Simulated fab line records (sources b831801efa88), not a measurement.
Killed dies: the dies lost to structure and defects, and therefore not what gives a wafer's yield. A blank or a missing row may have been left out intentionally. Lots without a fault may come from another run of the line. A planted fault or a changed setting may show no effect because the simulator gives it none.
fab line records    flow sky130    part 1 of 2: steps 1 to 22 of 32
record lots=5  wafers=15  last_day=50
route steps=708 shown POLY_CUT@308 SD_P@320 RES_XHIGH@332
lots untouched by any fault: they come from a run of this same line in which no faults occurred
start_h: hours from the record's opening day to when the first of the lot's shown wafers began    wait_h: time in hours since the lot's previous step    " repeats the value in the row above    L1.1+2: one row covering several wafers at once    - no value, or no start was given    * or withheld: withheld    < > ~ a bound
route shown NAME@n: a module of which the file shows steps, and the number in the route of the first    usual: the fault-free wafers' mean and standard deviation    same: alike in all rows    chamber/n: place in a boat    sites: readings site by site    _std_site: the standard deviation of these    _edge_site: inner sites' mean taken away from outer sites' mean    radius_mm: how far each site lies from the wafer's centre    mask NAME#n: copy n    behind: tool/chamber where the wafer was last shaped    hold: the reason the lot was held/the length of the hold in hours/how it ended    device: the transistor (n, p or np) that didn't switch    end of line: the tests these same wafers got at the end of their route    a step with no rows: only its recipe    killed: dies that structure and defects cost at the first sort, which is not the same as the wafer's yield    map: a wafer's dies, x killed, . not, _ none there
set.NAME: the setting the step ran with; set.NAME@STEP: the setting that earlier step ran with    model.NAME: the simulator's own value behind a step, which no gauge read
lots at some steps of the route; a table a step, a row a wafer
services: when a tool's chamber went out of use (start_h, in hours from the record's first day, below 0 if earlier), for how many hours, and the reason
## steps
# step SKY_POLY_CUT_HMDS_01
# recipe prime_time_s=60  prime_temp_c=120
# usual chill_plate_temp_C=22.97/0.11
lot.wafer  tool            chamber  start_h  wait_h  chill_plate_temp_C
L078.1     litho_track-03  0        589.27   0.1     22.94
L078.2     "               0        "        "       22.82
L078.3     "               0        "        "       23.03
L081.1     litho_track-02  0        611.03   0.1     22.93
L081.4     "               0        "        "       23.13
L081.6     "               0        "        "       23.04
L090.3     litho_track-03  0        686.47   0.1     22.68
L090.4     "               0        "        "       22.99
L090.5     "               0        "        "       22.89
L095.3     litho_track-02  0        728.33   0.1     22.76
L095.4     "               0        "        "       22.96
L095.6     "               0        "        "       22.88
L094.2     litho_track-04  0        735.24   0.1     22.98
L094.5     "               0        "        "       22.79
L094.6     "               0        "        "       22.87
# step SKY_POLY_CUT_COAT_02
# recipe resist=BARC  temp_c=withheld  time_s=withheld  spin_rpm=3000  resist_thk_nm=60
# usual chill_plate_temp_C=*
lot.wafer  tool            chamber  start_h  wait_h  chill_plate_temp_C
L078.1     litho_track-03  0        589.42   0.1     *
L078.2     "               0        "        "       *
L078.3     "               0        "        "       *
L081.1     litho_track-02  0        611.18   0.1     *
L081.4     "               0        "        "       *
L081.6     "               0        "        "       *
L090.3     litho_track-03  0        686.62   0.1     *
L090.4     "               0        "        "       *
L090.5     "               0        "        "       *
L095.3     litho_track-02  0        728.48   0.1     *
L095.4     "               0        "        "       *
L095.6     "               0        "        "       *
L094.2     litho_track-04  0        735.39   0.1     *
L094.5     "               0        "        "       *
L094.6     "               0        "        "       *
# step SKY_POLY_CUT_COAT_03
# recipe resist=KrF-thick  spin_rpm=3000  resist_thk_nm=450
# usual chill_plate_temp_C=22.99/0.096
lot.wafer  tool            chamber  start_h  wait_h  chill_plate_temp_C
L078.1     litho_track-03  0        -        -       23.08
L078.2     "               0        "        "       23.11
L078.3     "               0        "        "       23.16
L081.1     litho_track-02  0        -        -       23.05
L081.4     "               0        "        "       23.14
L081.6     "               0        "        "       23.13
L090.3     litho_track-03  0        -        -       23.04
L090.4     "               0        "        "       23.14
L090.5     "               0        "        "       23.03
L095.3     litho_track-02  0        -        -       22.94
L095.4     "               0        "        "       22.85
L095.6     "               0        "        "       22.94
L094.2     litho_track-04  0        -        -       23.14
L094.5     "               0        "        "       23.12
L094.6     "               0        "        "       23.06
# step SKY_POLY_CUT_SOFTBAKE_04
# recipe temp_c=100  time_s=90  resist=KrF-thick
# usual chill_plate_temp_C=23.03/0.11
lot.wafer  tool            chamber  start_h  wait_h  chill_plate_temp_C
L078.1     litho_track-03  0        -        -       23.07
L078.2     "               0        "        "       22.97
L078.3     "               0        "        "       22.93
L081.1     litho_track-02  0        -        -       22.98
L081.4     "               0        "        "       22.88
L081.6     "               0        "        "       22.99
L090.3     litho_track-03  0        -        -       23.21
L090.4     "               0        "        "       23.13
L090.5     "               0        "        "       23.06
L095.3     litho_track-02  0        -        -       22.95
L095.4     "               0        "        "       23.04
L095.6     "               0        "        "       23.03
L094.2     litho_track-04  0        -        -       22.87
L094.5     "               0        "        "       22.85
L094.6     "               0        "        "       22.85
# step SKY_POLY_CUT_EXPOSE_05
# recipe mask_id=NPCM  na=0.8  source_shape=annular  sigma_inner=0.55  sigma_outer=0.85  target_cd_nm=270  dose_mj=32
# usual stage_vel_mm_s=500.00/0.27
# same sigma_inner=0.55
lot.wafer  tool            chamber  start_h  wait_h  mask    stage_vel_mm_s
L078.1     krf_scanner-02  0        -        -       NPCM#0  500.02
L078.2     "               0        "        "       NPCM#0  499.90
L078.3     "               0        "        "       NPCM#0  499.62
L081.1     krf_scanner-01  0        -        -       NPCM#0  500.15
L081.4     "               0        "        "       NPCM#0  500.25
L081.6     "               0        "        "       NPCM#0  500.08
L090.3     krf_scanner-01  0        -        -       NPCM#0  500.67
L090.4     "               0        "        "       NPCM#0  500.25
L090.5     "               0        "        "       NPCM#0  499.69
L095.3     krf_scanner-01  0        -        -       NPCM#0  500.14
L095.4     "               0        "        "       NPCM#0  500.09
L095.6     "               0        "        "       NPCM#0  499.99
L094.2     krf_scanner-01  0        -        -       NPCM#0  500.14
L094.5     "               0        "        "       NPCM#0  499.79
L094.6     "               0        "        "       NPCM#0  499.55
# step SKY_POLY_CUT_PEB_06
# recipe peb_temp_c=withheld  peb_time_s=withheld  resist=KrF-thick
# usual chill_plate_temp_C=*
lot.wafer  tool            chamber  start_h  wait_h  chill_plate_temp_C
L078.1     litho_track-04  0        -        -       *
L078.2     "               0        "        "       *
L078.3     "               0        "        "       *
L081.1     litho_track-03  0        -        -       *
L081.4     "               0        "        "       *
L081.6     "               0        "        "       *
L090.3     litho_track-04  0        -        -       *
L090.4     "               0        "        "       *
L090.5     "               0        "        "       *
L095.3     litho_track-02  0        -        -       *
L095.4     "               0        "        "       *
L095.6     "               0        "        "       *
L094.2     litho_track-03  0        -        -       *
L094.5     "               0        "        "       *
L094.6     "               0        "        "       *
# step SKY_POLY_CUT_DEVELOP_07
# recipe develop_time_s=60  resist=KrF-thick  dev_temp_c=21
# usual chill_plate_temp_C=22.99/0.11  developer_temp_C=20.97/0.11
lot.wafer  tool            chamber  start_h  wait_h  chill_plate_temp_C  developer_temp_C
L078.1     litho_track-04  0        -        -       22.86               21.04
L078.2     "               0        "        "       22.89               21.11
L078.3     "               0        "        "       22.82               21.10
L081.1     litho_track-03  0        -        -       23.02               20.83
L081.4     "               0        "        "       22.90               20.91
L081.6     "               0        "        "       22.92               20.83
L090.3     litho_track-04  0        -        -       22.85               21.00
L090.4     "               0        "        "       22.98               20.92
L090.5     "               0        "        "       23.07               20.78
L095.3     litho_track-02  0        -        -       22.91               21.12
L095.4     "               0        "        "       23.05               21.06
L095.6     "               0        "        "       22.95               21.03
L094.2     litho_track-03  0        -        -       22.92               20.97
L094.5     "               0        "        "       22.96               21.01
L094.6     "               0        "        "       23.16               20.83
# step SKY_POLY_CUT_CD_MEAS_08
# recipe target_cd_nm=270
# usual cd_nm=269.6/1.5
lot.wafer  tool       chamber  start_h  wait_h  cd_nm
L078.1     cd_sem-01  -        604.92   -       270.1
L078.2     "          -        "        "       269.2
L078.3     "          -        "        "       271.6
L081.1     cd_sem-01  -        625.87   -       269.5
L081.4     "          -        "        "       270.9
L081.6     "          -        "        "       269.6
L090.3     cd_sem-02  -        701.51   -       269.1
L090.4     "          -        "        "       270.8
L090.5     "          -        "        "       269.1
L095.3     cd_sem-01  -        743.12   -       268.6
L095.4     "          -        "        "       267.9
L095.6     "          -        "        "       266.8
L094.2     cd_sem-02  -        748.64   -       266.2
L094.5     "          -        "        "       267.8
L094.6     "          -        "        "       267.6
# step SKY_POLY_CUT_OVL_MEAS_09
# usual POLY_CUT_OVL=-3/5.7
lot.wafer  tool        chamber  start_h  wait_h  POLY_CUT_OVL[nm]
L078.1     overlay-01  -        605.04   0.1     0
L078.2     "           -        "        "       0
L078.3     "           -        "        "       -1
L081.1     overlay-01  -        625.99   0.1     -2
L081.4     "           -        "        "       4
L081.6     "           -        "        "       0
L090.3     overlay-01  -        701.60   0.1     6
L090.4     "           -        "        "       5
L090.5     "           -        "        "       5
L095.3     overlay-01  -        743.21   0.1     -4
L095.4     "           -        "        "       -2
L095.6     "           -        "        "       -2
L094.2     overlay-02  -        748.74   0.1     -1
L094.5     "           -        "        "       8
L094.6     "           -        "        "       -3
# step SKY_POLY_CUT_ETCH_10
# recipe chemistry=N2/H2  target=BARC  ion_energy_ev=200  source_w=500  bias_w=100  pressure_mtorr=30  n2_flow_sccm=100  h2_flow_sccm=200  stop_on=SiO2  time_s=45.9  target_depth_a=600
# usual drypump_motor_current_A=5.9/0.44  oes_product_au=0.854/0.0051  throttle_valve_pct=13.224/0.0086
lot.wafer  tool         chamber  start_h  wait_h  drypump_motor_current_A  oes_product_au  rf_hours_counter_h  throttle_valve_pct
L078.1     rie_diel-04  3        605.08   0.0     6.3                      0.859           4                   13.220
L078.2     "            1        "        "       6.2                      0.858           5                   13.239
L078.3     "            0        "        "       5.9                      0.850           8                   13.227
L081.1     rie_diel-02  2        626.02   0.0     5.9                      0.855           38                  13.214
L081.4     "            3        "        "       6.5                      0.851           14                  13.207
L081.6     "            2        "        "       5.9                      0.855           -                   13.236
L090.3     rie_diel-02  3        701.63   0.0     6.4                      0.855           16                  13.229
L090.4     "            1        "        "       4.9                      0.856           1                   13.231
L090.5     "            2        "        "       5.9                      0.848           -                   13.240
L095.3     rie_diel-02  0        743.24   0.0     5.6                      0.850           6                   13.226
L095.4     "            3        "        "       6.6                      0.846           17                  13.234
L095.6     "            3        "        "       6.6                      0.854           -                   13.216
L094.2     rie_diel-04  2        748.77   0.0     6.2                      0.847           0                   13.214
L094.5     "            1        "        "       6.2                      0.848           -                   13.230
L094.6     "            2        "        "       6.2                      0.857           -                   13.218
# step SKY_POLY_CUT_ETCH_11
# recipe target=Si3N4  chemistry=CF4/CH2F2/Ar  stop_on=poly-Si  source_w=600  bias_w=150  pressure_mtorr=40  cf4_flow_sccm=40  ch2f2_flow_sccm=20  Ar_flow_sccm=150  time_s=42.5  target_depth_a=600
# usual ch2f2_flow_sccm=20.00/0.062  drypump_motor_current_A=5.9/0.44  oes_product_au=0.828/0.006  throttle_valve_pct=14.996/0.0097
lot.wafer  tool         chamber  start_h  wait_h  ch2f2_flow_sccm  drypump_motor_current_A  oes_product_au  rf_hours_counter_h  throttle_valve_pct
L078.1     rie_diel-04  3        605.12   0.0     20.05            6.3                      0.828           4                   15.012
L078.2     "            1        "        "       19.94            6.2                      0.825           5                   14.973
L078.3     "            0        "        "       19.94            5.9                      0.830           8                   14.996
L081.1     rie_diel-02  2        626.06   0.0     19.99            5.9                      0.825           38                  14.998
L081.4     "            3        "        "       20.01            6.5                      0.819           14                  14.990
L081.6     "            2        "        "       20.09            5.9                      0.829           -                   15.000
L090.3     rie_diel-02  3        701.67   0.0     20.08            6.5                      0.819           16                  14.999
L090.4     "            1        "        "       19.87            5.0                      0.823           1                   15.013
L090.5     "            2        "        "       20.12            5.9                      0.829           -                   14.974
L095.3     rie_diel-02  0        743.28   0.0     19.95            5.5                      0.827           6                   14.994
L095.4     "            3        "        "       20.02            6.5                      0.824           17                  15.008
L095.6     "            3        "        "       19.97            6.5                      0.823           -                   14.989
L094.2     rie_diel-04  2        748.81   0.0     19.92            6.2                      0.830           0                   15.017
L094.5     "            1        "        "       20.01            6.2                      0.828           -                   14.995
L094.6     "            2        "        "       19.98            6.3                      0.830           -                   15.007
# step SKY_POLY_CUT_STRIP_12
# recipe chemistry=O2/N2  power_w=1400  pressure_mtorr=1500  platen_temp_c=withheld  o2_flow_sccm=3000  n2_flow_sccm=300  overash_fraction=0.5
# usual drypump_motor_current_A=5.6/0.41  o2_flow_sccm=3000/9.8  oes_product_au=0.452/0.0042  strip_time_to_endpoint_s=5.349/0.016
lot.wafer  tool             chamber  start_h  wait_h  drypump_motor_current_A  o2_flow_sccm  oes_product_au  rf_hours_counter_h  strip_time_to_endpoint_s
L078.1     plasma_asher-02  0        605.16   0.0     6.1                      2997          0.451           47                  5.377
L078.2     "                1        "        "       4.9                      3004          0.459           47                  5.371
L078.3     "                0        "        "       6.0                      3006          0.444           -                   5.368
L081.1     plasma_asher-04  0        626.10   0.0     5.6                      2991          0.448           89                  5.368
L081.4     "                1        "        "       5.3                      3010          0.456           -                   5.341
L081.6     "                0        "        "       5.6                      2995          0.455           -                   5.367
L090.3     plasma_asher-02  0        701.74   0.1     6.0                      3005          0.456           -                   5.346
L090.4     "                1        "        "       4.9                      3003          0.457           -                   5.351
L090.5     "                0        "        "       6.0                      3004          0.456           -                   5.344
L095.3     plasma_asher-02  0        743.35   0.1     6.0                      2997          0.466           -                   5.369
L095.4     "                1        "        "       4.9                      2996          0.453           -                   5.362
L095.6     "                1        "        "       4.9                      3003          0.455           -                   5.351
L094.2     plasma_asher-04  1        748.86   0.0     5.3                      2995          0.446           1                   5.367
L094.5     "                0        "        "       5.6                      3007          0.453           -                   5.371
L094.6     "                1        "        "       5.3                      3003          0.456           -                   5.372
# step SKY_SD_P_DEHYDRATE_00
# recipe temp_c=200  time_s=60
# usual chill_plate_temp_C=23.00/0.11
lot.wafer  tool            chamber  start_h  wait_h  chill_plate_temp_C
L078.1     litho_track-02  0        618.48   13.3    22.89
L078.2     "               0        "        "       22.94
L078.3     "               0        "        "       23.02
L081.1     litho_track-02  0        640.63   14.5    22.79
L081.4     "               0        "        "       22.93
L081.6     "               0        "        "       22.87
L090.3     litho_track-04  0        714.67   12.9    22.92
L090.4     "               0        "        "       22.98
L090.5     "               0        "        "       22.92
L095.3     litho_track-02  0        756.88   13.5    22.89
L095.4     "               0        "        "       22.98
L095.6     "               0        "        "       22.90
L094.2     litho_track-01  0        762.63   13.7    22.98
L094.5     "               0        "        "       23.03
L094.6     "               0        "        "       23.12
# step SKY_SD_P_HMDS_01
# recipe prime_time_s=60  prime_temp_c=120
# usual chill_plate_temp_C=22.99/0.11
lot.wafer  tool            chamber  start_h  wait_h  chill_plate_temp_C
L078.1     litho_track-02  0        618.63   0.1     22.96
L078.2     "               0        "        "       22.94
L078.3     "               0        "        "       23.02
L081.1     litho_track-02  0        640.78   0.1     23.03
L081.4     "               0        "        "       22.85
L081.6     "               0        "        "       23.02
L090.3     litho_track-04  0        714.82   0.1     22.89
L090.4     "               0        "        "       23.04
L090.5     "               0        "        "       23.09
L095.3     litho_track-02  0        757.03   0.1     23.00
L095.4     "               0        "        "       22.99
L095.6     "               0        "        "       23.03
L094.2     litho_track-01  0        762.78   0.1     22.78
L094.5     "               0        "        "       22.83
L094.6     "               0        "        "       22.81
# step SKY_SD_P_COAT_02
# recipe resist=NOVOLAK  spin_rpm=3000  resist_thk_nm=1140
# usual chill_plate_temp_C=23.01/0.11
lot.wafer  tool            chamber  start_h  wait_h  chill_plate_temp_C
L078.1     litho_track-02  0        618.78   0.1     23.01
L078.2     "               0        "        "       23.03
L078.3     "               0        "        "       23.06
L081.1     litho_track-02  0        640.93   0.1     23.08
L081.4     "               0        "        "       23.09
L081.6     "               0        "        "       23.09
L090.3     litho_track-04  0        714.97   0.1     23.18
L090.4     "               0        "        "       23.24
L090.5     "               0        "        "       23.10
L095.3     litho_track-02  0        757.18   0.1     23.12
L095.4     "               0        "        "       22.97
L095.6     "               0        "        "       23.02
L094.2     litho_track-01  0        762.93   0.1     23.01
L094.5     "               0        "        "       23.01
L094.6     "               0        "        "       23.00
# step SKY_SD_P_SOFTBAKE_03
# recipe temp_c=90  time_s=60  resist=NOVOLAK
# usual chill_plate_temp_C=22.99/0.11
lot.wafer  tool            chamber  start_h  wait_h  chill_plate_temp_C
L078.1     litho_track-02  0        618.93   0.1     23.01
L078.2     "               0        "        "       22.85
L078.3     "               0        "        "       22.84
L081.1     litho_track-02  0        641.08   0.1     23.01
L081.4     "               0        "        "       23.08
L081.6     "               0        "        "       23.11
L090.3     litho_track-04  0        715.12   0.1     23.07
L090.4     "               0        "        "       23.20
L090.5     "               0        "        "       22.99
L095.3     litho_track-02  0        757.33   0.1     22.95
L095.4     "               0        "        "       22.93
L095.6     "               0        "        "       22.92
L094.2     litho_track-01  0        763.08   0.1     22.98
L094.5     "               0        "        "       22.97
L094.6     "               0        "        "       23.10
# step SKY_SD_P_EXPOSE_04
# recipe mask_id=PSDM  na=0.6  source_shape=conventional  sigma_outer=0.6  polarization=unpolarized  target_cd_nm=380  dose_mj=138
# usual stage_vel_mm_s=500.02/0.25
lot.wafer  tool              chamber  start_h  wait_h  mask    stage_vel_mm_s
L078.1     iline_stepper-01  0        -        -       PSDM#0  499.82
L078.2     "                 0        "        "       PSDM#0  499.81
L078.3     "                 0        "        "       PSDM#0  500.02
L081.1     iline_stepper-01  0        -        -       PSDM#0  500.37
L081.4     "                 0        "        "       PSDM#0  500.32
L081.6     "                 0        "        "       PSDM#0  500.39
L090.3     iline_stepper-01  0        -        -       PSDM#0  500.29
L090.4     "                 0        "        "       PSDM#0  500.05
L090.5     "                 0        "        "       PSDM#0  500.20
L095.3     iline_stepper-01  0        -        -       PSDM#0  499.93
L095.4     "                 0        "        "       PSDM#0  499.93
L095.6     "                 0        "        "       PSDM#0  500.33
L094.2     iline_stepper-01  0        -        -       PSDM#0  500.28
L094.5     "                 0        "        "       PSDM#0  500.22
L094.6     "                 0        "        "       PSDM#0  500.14
# step SKY_SD_P_PEB_05
# recipe temp_c=withheld  time_s=*  resist=NOVOLAK
# usual chill_plate_temp_C=*
lot.wafer  tool            chamber  start_h  wait_h  chill_plate_temp_C
L078.1     litho_track-02  0        -        -       *
L078.2     "               0        "        "       *
L078.3     "               0        "        "       *
L081.1     litho_track-02  0        -        -       *
L081.4     "               0        "        "       *
L081.6     "               0        "        "       *
L090.3     litho_track-01  0        -        -       *
L090.4     "               0        "        "       *
L090.5     "               0        "        "       *
L095.3     litho_track-04  0        -        -       *
L095.4     "               0        "        "       *
L095.6     "               0        "        "       *
L094.2     litho_track-04  0        -        -       *
L094.5     "               0        "        "       *
L094.6     "               0        "        "       *
# step SKY_SD_P_DEVELOP_06
# recipe resist=NOVOLAK  developer=TMAH  develop_time_s=60  dev_temp_c=23
# usual chill_plate_temp_C=23.02/0.1  developer_temp_C=23.02/0.095
lot.wafer  tool            chamber  start_h  wait_h  chill_plate_temp_C  developer_temp_C
L078.1     litho_track-02  0        633.83   0.1     22.94               22.96
L078.2     "               0        "        "       22.89               22.95
L078.3     "               0        "        "       22.94               22.78
L081.1     litho_track-02  0        655.63   0.1     23.07               23.09
L081.4     "               0        "        "       23.18               23.02
L081.6     "               0        "        "       23.18               22.96
L090.3     litho_track-01  0        730.11   0.1     22.82               23.04
L090.4     "               0        "        "       22.83               23.01
L090.5     "               0        "        "       22.88               22.98
L095.3     litho_track-04  0        771.32   0.1     23.07               22.98
L095.4     "               0        "        "       23.08               22.98
L095.6     "               0        "        "       23.02               23.10
L094.2     litho_track-04  0        776.20   0.1     23.23               23.01
L094.5     "               0        "        "       22.94               22.93
L094.6     "               0        "        "       22.98               22.81
# step SKY_SD_P_CD_MEAS_07
# recipe target_cd_nm=380
# usual cd_nm=379.9/2.4
lot.wafer  tool       chamber  start_h  wait_h  cd_nm
L078.1     cd_sem-01  -        633.98   0.1     378.9
L078.2     "          -        "        "       379.3
L078.3     "          -        "        "       380.9
L081.1     cd_sem-02  -        655.78   0.1     379.7
L081.4     "          -        "        "       382.2
L081.6     "          -        "        "       382.3
L090.3     cd_sem-01  -        730.25   0.1     381.6
L090.4     "          -        "        "       381.1
L090.5     "          -        "        "       380.5
L095.3     cd_sem-02  -        771.46   0.1     374.9
L095.4     "          -        "        "       378.7
L095.6     "          -        "        "       378.5
L094.2     cd_sem-02  -        776.34   0.1     379.4
L094.5     "          -        "        "       379.9
L094.6     "          -        "        "       377.4
# step SKY_SD_P_OVL_MEAS_08
# usual SD_P_OVL=0.2/1.6
lot.wafer  tool        chamber  start_h  wait_h  SD_P_OVL[nm]
L078.1     overlay-02  -        634.10   0.1     2.5
L078.2     "           -        "        "       1.2
L078.3     "           -        "        "       -0.4
L081.1     overlay-02  -        655.90   0.1     3.0
L081.4     "           -        "        "       1.7
L081.6     "           -        "        "       1.5
L090.3     overlay-02  -        730.34   0.1     0.3
L090.4     "           -        "        "       0.1
L090.5     "           -        "        "       -0.9
L095.3     overlay-02  -        771.55   0.1     2.2
L095.4     "           -        "        "       4.0
L095.6     "           -        "        "       1.3
L094.2     overlay-01  -        776.45   0.1     0.1
L094.5     "           -        "        "       -0.5
L094.6     "           -        "        "       1.1
# step SKY_SD_P_IMPLANT_09
# recipe species=BF2  energy_kev=20  dose_cm2=3e+15  tilt_deg=0
# usual dose_ions_cm2=3e+15/3.2e+12  faraday_current_uA=12342/640
lot.wafer  tool          chamber  start_h  wait_h  dose_ions_cm2  faraday_current_uA
L078.1     implanter-02  0        634.14   0.0     3.003e+15      12660
L078.2     "             0        "        "       3.002e+15      12653
L078.3     "             0        "        "       3e+15          12536
L081.1     implanter-04  0        655.94   0.0     2.996e+15      12693
L081.4     "             0        "        "       3.002e+15      12693
L081.6     "             0        "        "       2.998e+15      12712
L090.3     implanter-02  0        730.41   0.1     2.999e+15      12669
L090.4     "             0        "        "       3.002e+15      12198
L090.5     "             0        "        "       2.997e+15      13085
L095.3     implanter-03  0        771.63   0.1     2.993e+15      11662
L095.4     "             0        "        "       3e+15          11573
L095.6     "             0        "        "       2.99e+15       11920
L094.2     implanter-03  0        776.50   0.0     2.997e+15      11869
L094.5     "             0        "        "       2.999e+15      11730
L094.6     "             0        "        "       2.998e+15      11717
